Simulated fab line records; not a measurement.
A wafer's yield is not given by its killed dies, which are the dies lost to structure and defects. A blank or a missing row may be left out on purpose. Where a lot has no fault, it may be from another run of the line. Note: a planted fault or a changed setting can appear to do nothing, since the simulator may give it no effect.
fab line records ; flow gf180mcu
[record] lots = 11; wafers = 33; lastDay = 34
route steps=602 shown V3@431
lots with no fault: from the same line, run without faults
startH: the number of hours between the record's first day and the start of the first shown wafer of the lot ; waitH: how many hours have passed since the lot's step before this one ; " as in the row above ; L1.1+2: a row that stands for several wafers ; - value missing, or start not given ; * or withheld: withheld ; < > ~ a bound
route shown NAME@n: names a module that has steps shown in the file, with the first one's number in the route ; usual: the fault-free wafers' mean and standard deviation ; same: alike in all rows ; chamber/n: place in a boat ; sites: readings site by site ; _std_site: the values' standard deviation ; _edge_site: the outer-site mean with the inner-site mean subtracted ; radiusMm: how far each site lies from the wafer's centre ; mask NAME#n: copy n ; behind: the most recent tool/chamber to have shaped the wafer ; hold: reason for holding the lot/hours on hold/outcome of the hold ; device: the n, p or np transistor that did not switch ; end of line: the tests these same wafers got at the end of their route ; step lacking rows: just its recipe ; killed: not the wafer's yield, but the dies lost to structure and defects at the first sort ; map: a wafer's dies, marking killed ones x, the rest . and places with no die _
set.NAME: the setting that was run; set.NAME@STEP: the one run at that earlier step ; model.NAME: the simulator's own value behind a step, which no gauge read
route steps across a sampled set of lots; one table per step, one row per wafer
services: a tool's chamber out of use, with start hour (startH, from the record's first day; less than 0 if before it), hours out, and reason
[[steps]]
[step GF_V3_CVD_02]
[recipe] material = SiO2; targetThkNm = 850; precursor = TEOS; tempC = 400; timeS = 94.851; rfW = 600
[usual] heaterPowerOuterW = 350/59; heaterPowerW = 621/75
[same] timeS = 94.851
lot.wafer;tool;chamber;startH;waitH;heaterPowerOuterW;heaterPowerW
L592.3;pecvd-03;1;515.84;0.0;293;549
L592.4;pecvd-03;0;515.84;0.0;239;513
L592.5;pecvd-03;1;515.84;0.0;324;589
L593.1;pecvd-01;0;520.30;0.1;401;671
L593.4;pecvd-01;2;520.30;0.1;446;791
L593.5;pecvd-01;1;520.30;0.1;386;667
L595.2;pecvd-02;1;532.98;0.0;406;687
L595.4;pecvd-02;2;532.98;0.0;365;598
L595.6;pecvd-02;0;532.98;0.0;325;602
L596.3;pecvd-03;2;545.02;0.0;379;631
L596.4;pecvd-03;2;545.02;0.0;282;509
L596.6;pecvd-03;0;545.02;0.0;240;509
L597.1;pecvd-03;2;551.66;0.1;302;518
L597.5;pecvd-03;0;551.66;0.1;309;600
L597.6;pecvd-03;1;551.66;0.1;316;574
L598.2;pecvd-03;2;559.70;0.0;337;583
L598.3;pecvd-03;1;559.70;0.0;273;525
L598.5;pecvd-03;0;559.70;0.0;337;622
L599.1;pecvd-03;1;570.87;0.1;319;595
L599.3;pecvd-03;2;570.87;0.1;296;526
L599.4;pecvd-03;0;570.87;0.1;231;504
L603.1;pecvd-03;1;600.44;0.1;323;584
L603.2;pecvd-03;2;600.44;0.1;364;640
L603.6;pecvd-03;0;600.44;0.1;294;598
L609.3;pecvd-03;1;642.98;0.0;342;629
L609.4;pecvd-03;2;642.98;0.0;359;595
L609.6;pecvd-03;1;642.98;0.0;244;483
L610.1;pecvd-03;2;651.94;0.1;378;649
L610.2;pecvd-03;0;651.94;0.1;294;578
L610.6;pecvd-03;0;651.94;0.1;320;629
L613.1;pecvd-03;0;666.99;0.1;246;505
L613.4;pecvd-03;1;666.99;0.1;318;570
L613.5;pecvd-03;0;666.99;0.1;290;573
[step GF_V3_OVL_MEAS_15]
[usual] V3_OVL = 1/5.4
lot.wafer;tool;chamber;startH;waitH;V3_OVL[nm]
L592.3;overlay-02;-;538.82;0.1;11
L592.4;overlay-02;-;538.82;0.1;5
L592.5;overlay-02;-;538.82;0.1;14
L593.1;overlay-01;-;544.19;0.1;-5
L593.4;overlay-01;-;544.19;0.1;-1
L593.5;overlay-01;-;544.19;0.1;1
L595.2;overlay-02;-;555.94;0.1;-2
L595.4;overlay-02;-;555.94;0.1;-8
L595.6;overlay-02;-;555.94;0.1;-12
L596.3;overlay-02;-;567.57;0.1;2
L596.4;overlay-02;-;567.57;0.1;-6
L596.6;overlay-02;-;567.57;0.1;-2
L597.1;overlay-01;-;574.77;0.1;8
L597.5;overlay-01;-;574.77;0.1;6
L597.6;overlay-01;-;574.77;0.1;6
L598.2;overlay-02;-;582.02;0.1;4
L598.3;overlay-02;-;582.02;0.1;3
L598.5;overlay-02;-;582.02;0.1;-1
L599.1;overlay-01;-;593.12;0.1;1
L599.3;overlay-01;-;593.12;0.1;2
L599.4;overlay-01;-;593.12;0.1;-2
L603.1;overlay-02;-;621.36;0.1;8
L603.2;overlay-02;-;621.36;0.1;8
L603.6;overlay-02;-;621.36;0.1;-1
L609.3;overlay-01;-;663.23;0.1;0
L609.4;overlay-01;-;663.23;0.1;3
L609.6;overlay-01;-;663.23;0.1;10
L610.1;overlay-01;-;671.98;0.1;8
L610.2;overlay-01;-;671.98;0.1;9
L610.6;overlay-01;-;671.98;0.1;11
L613.1;overlay-02;-;686.68;0.1;-2
L613.4;overlay-02;-;686.68;0.1;-7
L613.5;overlay-02;-;686.68;0.1;5
[step GF_V3_SPUTTER_21]
[recipe] material = Ti; targetThkNm = 15; chamberPressurePa = 5; powerW = 2500; substrateTempC = 200; timeS = 80.02
[usual] throttleValvePct = 29.9/0.84
[same] timeS = 80.02
lot.wafer;tool;chamber;startH;waitH;throttleValvePct
L592.3;pvdSputter-03;-;539.55;0.0;29.8
L592.4;pvdSputter-03;-;539.55;0.0;28.1
L592.5;pvdSputter-03;-;539.55;0.0;30.6
L593.1;pvdSputter-04;-;544.90;0.0;29.7
L593.4;pvdSputter-04;-;544.90;0.0;29.7
L593.5;pvdSputter-04;-;544.90;0.0;29.2
L595.2;pvdSputter-04;-;556.67;0.0;29.6
L595.4;pvdSputter-04;-;556.67;0.0;29.8
L595.6;pvdSputter-04;-;556.67;0.0;29.8
L596.3;pvdSputter-03;-;568.26;0.0;29.7
L596.4;pvdSputter-03;-;568.26;0.0;29.7
L596.6;pvdSputter-03;-;568.26;0.0;29.9
L597.1;pvdSputter-04;-;575.47;0.0;29.6
L597.5;pvdSputter-04;-;575.47;0.0;29.2
L597.6;pvdSputter-04;-;575.47;0.0;29.6
L598.2;pvdSputter-03;-;582.71;0.0;30.6
L598.3;pvdSputter-03;-;582.71;0.0;29.9
L598.5;pvdSputter-03;-;582.71;0.0;29.6
L599.1;pvdSputter-03;-;593.82;0.0;30.2
L599.3;pvdSputter-03;-;593.82;0.0;30.0
L599.4;pvdSputter-03;-;593.82;0.0;29.8
L603.1;pvdSputter-04;-;622.09;0.0;29.7
L603.2;pvdSputter-04;-;622.09;0.0;28.9
L603.6;pvdSputter-04;-;622.09;0.0;29.3
L609.3;pvdSputter-04;-;663.92;0.0;29.6
L609.4;pvdSputter-04;-;663.92;0.0;29.7
L609.6;pvdSputter-04;-;663.92;0.0;29.0
L610.1;pvdSputter-01;-;672.68;0.0;30.1
L610.2;pvdSputter-01;-;672.68;0.0;30.1
L610.6;pvdSputter-01;-;672.68;0.0;32.1
L613.1;pvdSputter-03;-;687.41;0.0;29.8
L613.4;pvdSputter-03;-;687.41;0.0;28.4
L613.5;pvdSputter-03;-;687.41;0.0;28.6
[step GF_V3_CVD_23]
[recipe] material = W; targetThkNm = 350; timeS = 104.9; tempC = 400; pressureTorr = 40
[usual] heaterPowerOuterW = 536/22; heaterPowerW = 864/37
lot.wafer;tool;chamber;startH;waitH;heaterPowerOuterW;heaterPowerW
L592.3;cvdW-01;0;539.69;0.1;540;840
L592.4;cvdW-01;1;539.69;0.1;523;910
L592.5;cvdW-01;0;539.69;0.1;566;834
L593.1;cvdW-01;0;545.00;0.0;547;797
L593.4;cvdW-01;0;545.00;0.0;568;826
L593.5;cvdW-01;1;545.00;0.0;525;904
L595.2;cvdW-01;0;556.77;0.0;558;847
L595.4;cvdW-01;0;556.77;0.0;561;828
L595.6;cvdW-01;0;556.77;0.0;563;825
L596.3;cvdW-02;1;568.43;0.1;541;895
L596.4;cvdW-02;1;568.43;0.1;562;869
L596.6;cvdW-02;1;568.43;0.1;561;884
L597.1;cvdW-01;0;575.57;0.0;554;819
L597.5;cvdW-01;1;575.57;0.0;532;910
L597.6;cvdW-01;0;575.57;0.0;557;830
L598.2;cvdW-02;1;582.85;0.1;535;875
L598.3;cvdW-02;1;582.85;0.1;547;882
L598.5;cvdW-02;1;582.85;0.1;559;861
L599.1;cvdW-02;0;593.92;0.0;500;834
L599.3;cvdW-02;1;593.92;0.0;551;877
L599.4;cvdW-02;0;593.92;0.0;496;814
L603.1;cvdW-01;0;622.19;0.0;573;850
L603.2;cvdW-01;1;622.19;0.0;520;913
L603.6;cvdW-01;0;622.19;0.0;554;833
L609.3;cvdW-02;0;664.10;0.1;495;817
L609.4;cvdW-02;0;664.10;0.1;515;821
L609.6;cvdW-02;0;664.10;0.1;492;808
L610.1;cvdW-02;0;672.78;0.0;498;824
L610.2;cvdW-02;1;672.78;0.0;561;888
L610.6;cvdW-02;1;672.78;0.0;549;885
L613.1;cvdW-01;0;687.51;0.0;554;826
L613.4;cvdW-01;0;687.51;0.0;550;825
L613.5;cvdW-01;0;687.51;0.0;562;830
[step GF_V3_RS_MEAS_24]
[recipe] thkMeasGauge = four-point-probe; reads = W_of_V3_CVD_23+TiN_of_V3_SPUTTER_22+Ti_of_V3_SPUTTER_21
[usual] V3_W_RS = 0.327/0.0031
lot.wafer;tool;chamber;startH;waitH;V3_W_RS[ohm/sq]
L592.3;filmMetro-01;-;539.80;0.1;0.331
L592.4;filmMetro-01;-;539.80;0.1;0.325
L592.5;filmMetro-01;-;539.80;0.1;0.328
L593.1;filmMetro-01;-;545.11;0.1;0.328
L593.4;filmMetro-01;-;545.11;0.1;0.325
L593.5;filmMetro-01;-;545.11;0.1;0.326
L595.2;filmMetro-02;-;556.91;0.1;0.333
L595.4;filmMetro-02;-;556.91;0.1;0.331
L595.6;filmMetro-02;-;556.91;0.1;0.329
L596.3;filmMetro-02;-;568.62;0.2;0.329
L596.4;filmMetro-02;-;568.62;0.2;0.328
L596.6;filmMetro-02;-;568.62;0.2;0.327
L597.1;filmMetro-01;-;575.68;0.1;0.333
L597.5;filmMetro-01;-;575.68;0.1;0.328
L597.6;filmMetro-01;-;575.68;0.1;0.334
L598.2;filmMetro-02;-;583.05;0.2;0.325
L598.3;filmMetro-02;-;583.05;0.2;0.326
L598.5;filmMetro-02;-;583.05;0.2;0.327
L599.1;filmMetro-02;-;594.03;0.1;0.328
L599.3;filmMetro-02;-;594.03;0.1;0.332
L599.4;filmMetro-02;-;594.03;0.1;0.333
L603.1;filmMetro-04;-;622.30;0.1;0.329
L603.2;filmMetro-04;-;622.30;0.1;0.323
L603.6;filmMetro-04;-;622.30;0.1;0.327
L609.3;filmMetro-01;-;664.29;0.2;0.323
L609.4;filmMetro-01;-;664.29;0.2;0.325
L609.6;filmMetro-01;-;664.29;0.2;0.244
L610.1;filmMetro-01;-;672.90;0.1;0.242
L610.2;filmMetro-01;-;672.90;0.1;0.325
L610.6;filmMetro-01;-;672.90;0.1;0.244
L613.1;filmMetro-01;-;687.63;0.1;0.328
L613.4;filmMetro-01;-;687.63;0.1;0.324
L613.5;filmMetro-01;-;687.63;0.1;0.329
[step GF_V3_THK_MEAS_25]
[recipe] thkMeasGauge = xrf; reads = W_of_V3_CVD_23
[usual] V3_W_THK = 349/4.1
lot.wafer;tool;chamber;startH;waitH;V3_W_THK[nm]
L592.3;filmMetro-01;-;539.90;0.1;349
L592.4;filmMetro-01;-;539.90;0.1;355
L592.5;filmMetro-01;-;539.90;0.1;349
L593.1;filmMetro-01;-;545.23;0.1;353
L593.4;filmMetro-01;-;545.23;0.1;355
L593.5;filmMetro-01;-;545.23;0.1;352
L595.2;filmMetro-02;-;557.02;0.1;342
L595.4;filmMetro-02;-;557.02;0.1;342
L595.6;filmMetro-02;-;557.02;0.1;348
L596.3;filmMetro-02;-;568.72;0.1;346
L596.4;filmMetro-02;-;568.72;0.1;345
L596.6;filmMetro-02;-;568.72;0.1;350
L597.1;filmMetro-01;-;575.80;0.1;345
L597.5;filmMetro-01;-;575.80;0.1;350
L597.6;filmMetro-01;-;575.80;0.1;343
L598.2;filmMetro-02;-;583.16;0.1;353
L598.3;filmMetro-02;-;583.16;0.1;352
L598.5;filmMetro-02;-;583.16;0.1;353
L599.1;filmMetro-02;-;594.15;0.1;351
L599.3;filmMetro-02;-;594.15;0.1;348
L599.4;filmMetro-02;-;594.15;0.1;346
L603.1;filmMetro-04;-;622.42;0.1;343
L603.2;filmMetro-04;-;622.42;0.1;351
L603.6;filmMetro-04;-;622.42;0.1;347
L609.3;filmMetro-01;-;664.39;0.1;354
L609.4;filmMetro-01;-;664.39;0.1;350
L609.6;filmMetro-01;-;664.39;0.1;473
L610.1;filmMetro-01;-;673.02;0.1;468
L610.2;filmMetro-01;-;673.02;0.1;352
L610.6;filmMetro-01;-;673.02;0.1;464
L613.1;filmMetro-01;-;687.75;0.1;347
L613.4;filmMetro-01;-;687.75;0.1;353
L613.5;filmMetro-01;-;687.75;0.1;345
[step GF_V3_CMP_26]
[recipe] stopOn = SiO2; downForcePsi = 3.5; platenRpm = 60; tOverpolishS = 15; targetThkNm = 0; padVelocityMS = 0.94248
[usual] motorCurrentA = 10.9/0.5; timeToEndpointS = 87/3.5
lot.wafer;tool;chamber;startH;waitH;motorCurrentA;timeToEndpointS
L592.3;cmp-01;0;539.99;0.1;10.8;89
L592.4;cmp-01;2;539.99;0.1;10.5;88
L592.5;cmp-01;0;539.99;0.1;10.8;88
L593.4;cmp-02;2;545.29;0.0;11.8;87
L593.1;cmp-02;3;545.29;0.0;11.3;84
L593.5;cmp-02;2;545.29;0.0;11.3;86
L595.4;cmp-01;1;557.17;0.1;11.3;85
L595.2;cmp-01;2;557.17;0.1;10.7;86
L595.6;cmp-01;3;557.17;0.1;10.0;80
L596.4;cmp-01;1;568.76;0.0;11.0;86
L596.3;cmp-01;3;568.76;0.0;10.0;85
L596.6;cmp-01;1;568.76;0.0;11.0;89
L597.1;cmp-01;0;576.05;0.2;10.5;87
L597.6;cmp-01;3;576.05;0.2;10.1;83
L597.5;cmp-01;0;576.05;0.2;10.6;88
L598.3;cmp-01;0;583.31;0.1;10.2;93
L598.2;cmp-01;1;583.31;0.1;11.1;87
L598.5;cmp-01;2;583.31;0.1;10.2;87
L599.3;cmp-02;3;594.21;0.0;11.1;86
L599.1;cmp-02;0;594.21;0.0;12.0;88
L599.4;cmp-02;1;594.21;0.0;10.7;86
L603.2;cmp-01;1;622.65;0.2;11.0;89
L603.1;cmp-01;0;622.65;0.2;10.9;87
L603.6;cmp-01;1;622.65;0.2;10.7;87
L609.3;cmp-01;2;664.43;0.0;10.5;88
L609.4;cmp-01;0;664.43;0.0;11.0;87
L609.6;cmp-01;3;664.43;0.0;10.1;113
L610.1;cmp-02;3;673.08;0.1;11.1;116
L610.2;cmp-02;2;673.08;0.1;11.7;94
L610.6;cmp-02;0;673.08;0.1;11.4;123
L613.4;cmp-02;0;687.91;0.1;11.5;87
L613.1;cmp-02;1;687.91;0.1;11.1;83
L613.5;cmp-02;3;687.91;0.1;11.4;79
[[services]]
tool;chamber;startH;hours;kind
cmp-01;-;503.68;1.7;repair
pecvd-02;1;515.99;9.4;repair
cmp-01;-;518.11;0.5;repair
cvdW-02;-;528.68;0.7;repair
pecvd-02;1;533.83;13.7;repair
cmp-01;-;541.71;2.8;repair
pvdSputter-03;-;544.55;9.9;repair
cvdW-02;1;554.85;13.3;repair
cvdW-02;0;558.57;25.5;repair
cvdW-01;-;570.38;2.1;repair
cmp-01;-;572.00;4.0;pm
pecvd-02;-;582.25;0.5;repair
pecvd-03;-;585.83;2.8;pm
cmp-01;-;588.35;0.2;repair
pecvd-03;-;609.01;0.6;repair
cmp-02;-;617.91;6.9;pm
cvdW-02;-;622.98;0.4;repair
cmp-02;-;624.81;6.2;pm
cvdW-02;-;625.51;0.8;repair
cmp-01;-;627.46;0.4;repair
cvdW-02;1;656.04;9.2;repair
pvdSputter-04;-;657.32;6.4;repair
cmp-02;-;668.48;1.2;repair
pecvd-02;-;673.28;0.5;repair
[[key]]
[firstSign] step = GF_V3_RS_MEAS_24; reading = V3_W_RS; direction = down; sigmas = 27; usual = 0.327; struck = 0.243
[effect] step = GF_V3_THK_MEAS_25; reading = V3_W_THK; direction = up; sigmas = 29; usual = 349; struck = 468
[effect] step = GF_V3_CMP_26; reading = timeToEndpointS; direction = up; sigmas = 8.4; usual = *; struck = *
metAt GF_V3_CVD_23
struckLots L609,L610
struckWafers L609.6,L610.1,L610.6
notActingAt GF_V3_CVD_02,GF_V3_OVL_MEAS_15,GF_V3_SPUTTER_21
onsetBetween 593.92 664.10
[fault] kind = processParameterDrift; tool = cvdW-02; chamber = -; onsetH = 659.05; steps = GF_V3_CVD_23; channel = targetThkNm; offset = 116.15; shape = step; endH = 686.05; scope = struckWafersOnly; actsIn = theseRecipesOnly; stated = 350
